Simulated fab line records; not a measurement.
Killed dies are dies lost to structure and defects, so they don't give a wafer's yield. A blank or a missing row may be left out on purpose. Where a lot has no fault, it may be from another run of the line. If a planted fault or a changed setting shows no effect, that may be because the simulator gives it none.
Which tool was responsible? -- flow gf180mcu -- 11 lots with 33 wafers sampled at 6 steps, on a route of 602 steps

## WHAT THE GAUGES SHOWED, per wafer
GF_MIM_THK_MEAS_11: measures by xrf. Usual: MIM_ALCU_THK typically reads 203.7 nm, with standard deviation 2.6.
lot,measured,on,MIM_ALCU_THK (nm),flag
L205,day 24 07:22,film metro-02,203.3 202.8 199.9,
L206,day 24 17:50,film metro-01,207.3 204.6 205.3,
L210,day 26 03:13,film metro-02,201.8 200.7 201.7,
L211,day 26 13:07,film metro-01,204.3 206.9 205.9,
L212,day 27 05:22,film metro-02,205.5 204.5 205.5,
L213,day 27 07:21,film metro-03,201.2 203.0 200.8,
L215,day 28 00:13,film metro-03,203.4 205.1 203.7,
L216,day 28 05:14,film metro-02,206.5 206.6 206.1,
L218,day 28 16:07,film metro-01,203.7 203.8 204.2,
L219,day 29 00:59,film metro-01,201.9 200.3 205.1,
L220,day 29 08:29,film metro-02,202.9 204.7 204.1,

GF_V5_RS_MEAS_24: uses a four-point probe to measure. Usual: V5_W_RS typically reads 0.327 ohm/sq, with standard deviation 0.0038.
lot,measured,on,V5_W_RS (ohm/sq),flag
L205,day 27 02:25,film metro-01,0.327 0.324 0.328,
L206,day 27 11:08,film metro-01,0.328 0.330 0.323,
L210,day 28 17:50,film metro-04,0.331 0.327 0.330,
L211,day 29 06:58,film metro-04,0.326 0.329 0.327,
L212,day 29 16:17,film metro-01,0.331 0.330 0.330,
L213,day 29 20:17,film metro-04,0.330 0.321 0.331,
L215,day 30 10:27,film metro-03,0.321 0.324 0.328,
L216,day 30 15:25,film metro-03,0.321 0.325 0.322,
L218,day 31 02:23,film metro-01,0.324 0.330 0.326,
L219,day 31 11:09,film metro-03,43.558 43.258 44.266,OFF
L220,day 31 18:10,film metro-01,43.737 43.273 44.174,OFF

GF_V5_THK_MEAS_25: measures by xrf. Usual: V5_W_THK typically reads 352 nm, with standard deviation 6.
lot,measured,on,V5_W_THK (nm),flag
L205,day 27 02:32,film metro-01,354 357 353,
L206,day 27 11:16,film metro-01,351 350 359,
L210,day 28 17:58,film metro-04,348 351 349,
L211,day 29 07:05,film metro-04,351 351 350,
L212,day 29 16:24,film metro-01,357 356 353,
L213,day 29 20:23,film metro-04,348 356 349,
L215,day 30 10:34,film metro-03,351 348 346,
L216,day 30 15:31,film metro-03,352 347 352,
L218,day 31 02:30,film metro-01,360 353 357,
L219,day 31 11:16,film metro-03,<0 <0 <0,OFF
L220,day 31 18:17,film metro-01,- - <0,OFF

## EACH LOT AND THE TOOL THAT RAN IT (in order: tool; ch and the chambers of the sampled wafers; start)
lot,GF_MIM_SPUTTER_01,GF_V5_ETCH_16,GF_V5_CVD_23
L205,"pvd sputter-02, day 24 06:56","rie diel-03 ch 0,1,3, day 27 01:29","cvd w-02 ch 0,1, day 27 02:18"
L206,"pvd sputter-02, day 24 17:24","rie diel-04 ch 0,1,2, day 27 10:14","cvd w-02 ch 0,1, day 27 11:02"
L210,"pvd sputter-02, day 26 02:45","rie diel-02 ch 0,1,2, day 28 16:56","cvd w-02 ch 0,1, day 28 17:44"
L211,"pvd sputter-01, day 26 12:41","rie diel-02 ch 1,2, day 29 06:02","cvd w-01 ch 0,1, day 29 06:51"
L212,"pvd sputter-03, day 27 04:55","rie diel-03 ch 1,3, day 29 15:23","cvd w-02 ch 0,1, day 29 16:10"
L213,"pvd sputter-03, day 27 06:54","rie diel-02 ch 0,1,2, day 29 19:20","cvd w-02 ch 0,1, day 29 20:11"
L215,"pvd sputter-01, day 27 23:46","rie diel-02 ch 1,2, day 30 09:30","cvd w-02 ch 0,1, day 30 10:19"
L216,"pvd sputter-02, day 28 04:47","rie diel-04 ch 1,2, day 30 14:29","cvd w-02 ch 0,1, day 30 15:18"
L218,"pvd sputter-03, day 28 15:41","rie diel-03 ch 1,3, day 31 01:29","cvd w-02 ch 0,1, day 31 02:16"
L219,"pvd sputter-02, day 29 00:32","rie diel-03 ch 0,1,3, day 31 10:14","cvd w-02 ch 0,1, day 31 11:01"
L220,"pvd sputter-01, day 29 08:04","rie diel-03 ch 0,1,3, day 31 17:17","cvd w-02 ch 0,1, day 31 18:04"
- GF_MIM_SPUTTER_01: material TiN, target thk 30 nm, time 25 s.
- GF_V5_ETCH_16: etches BARC in N2/H2.
- GF_V5_CVD_23: deposits W, target thk 350 nm, time 104.9 s.

## WHAT THE TOOLS THEMSELVES READ (means of the sampled wafers that have a number; where no wafer has one, the mark that the record gives instead)
GF_MIM_SPUTTER_01. Usual: throttle valve pct at 30.1 %, with a standard deviation of 1.3.
lot,tool,throttle valve pct (%),flag
L205,pvd sputter-02,31.5,
L206,pvd sputter-02,31.7,
L210,pvd sputter-02,31.4,
L211,pvd sputter-01,30.0,
L212,pvd sputter-03,28.9,
L213,pvd sputter-03,29.4,
L215,pvd sputter-01,29.9,
L216,pvd sputter-02,30.8,
L218,pvd sputter-03,28.6,
L219,pvd sputter-02,30.8,
L220,pvd sputter-01,29.9,

GF_V5_ETCH_16. Usual: drypump motor current A 6.0 A, standard deviation 0.35; oes product au 0.855 a.u., standard deviation 0.0048; throttle valve pct 13.224 %, standard deviation 0.0095.
lot,tool,drypump motor current A (A),oes product au (a.u.),throttle valve pct (%),flag
L205,rie diel-03,6.0,0.855,13.241,
L206,rie diel-04,5.9,0.851,13.225,
L210,rie diel-02,5.9,0.860,13.227,
L211,rie diel-02,6.1,0.855,13.230,
L212,rie diel-03,5.9,0.858,13.227,
L213,rie diel-02,5.9,0.853,13.223,
L215,rie diel-02,6.1,0.850,13.226,
L216,rie diel-04,5.6,0.853,13.233,
L218,rie diel-03,6.1,0.852,13.224,
L219,rie diel-03,6.0,0.854,13.221,
L220,rie diel-03,6.1,0.858,13.206,

GF_V5_CVD_23. Usual: chamber pressure Torr 40.00 Torr, standard deviation 0.1; heater power outer w 555 W, standard deviation 69; heater power w 900 W, standard deviation 100.
lot,tool,chamber pressure Torr (Torr),heater power outer w (W),heater power w (W),flag
L205,cvd w-02,39.87,592,972,
L206,cvd w-02,40.03,537,908,
L210,cvd w-02,40.05,540,897,
L211,cvd w-01,40.05,526,811,
L212,cvd w-02,39.93,542,899,
L213,cvd w-02,40.12,543,910,
L215,cvd w-02,39.96,590,973,
L216,cvd w-02,40.04,596,957,
L218,cvd w-02,40.08,543,904,
L219,cvd w-02,-,-,-,OFF
L220,cvd w-02,-,-,-,OFF

## THE ANSWER, worked out from the rows above alone
Rule: a lot is off if the mean of its wafers that have a number lies more than 3 standard deviations from the usual mean. Also off: a lot with no number at a reading for which 4 or more lots have one. Where the step has rows for the other lots, those lots are counted as sound. After the gauges, taken in route order, come the tools' own readings; for these a lot's mean is taken, as printed above. At the first step where some lot is off, the reading lying furthest off is the one used; lots without a number count as furthest.
Off: L219, L220, at GF_V5_RS_MEAS_24 (V5_W_RS).
If a tool, at a process step before that reading, ran all the lots that are off and no sound lot after the first of them, it fits. Not tried: the gauges at GF_V5_RS_MEAS_24; whatever is off there is also off at GF_V5_CVD_23, on other tools, and gauge error can't account for it. Undecided on this evidence; 2 tools fit (rie diel-03 at GF_V5_ETCH_16, cvd w-02 at GF_V5_CVD_23).

## WHAT THE SIMULATOR PUT IN
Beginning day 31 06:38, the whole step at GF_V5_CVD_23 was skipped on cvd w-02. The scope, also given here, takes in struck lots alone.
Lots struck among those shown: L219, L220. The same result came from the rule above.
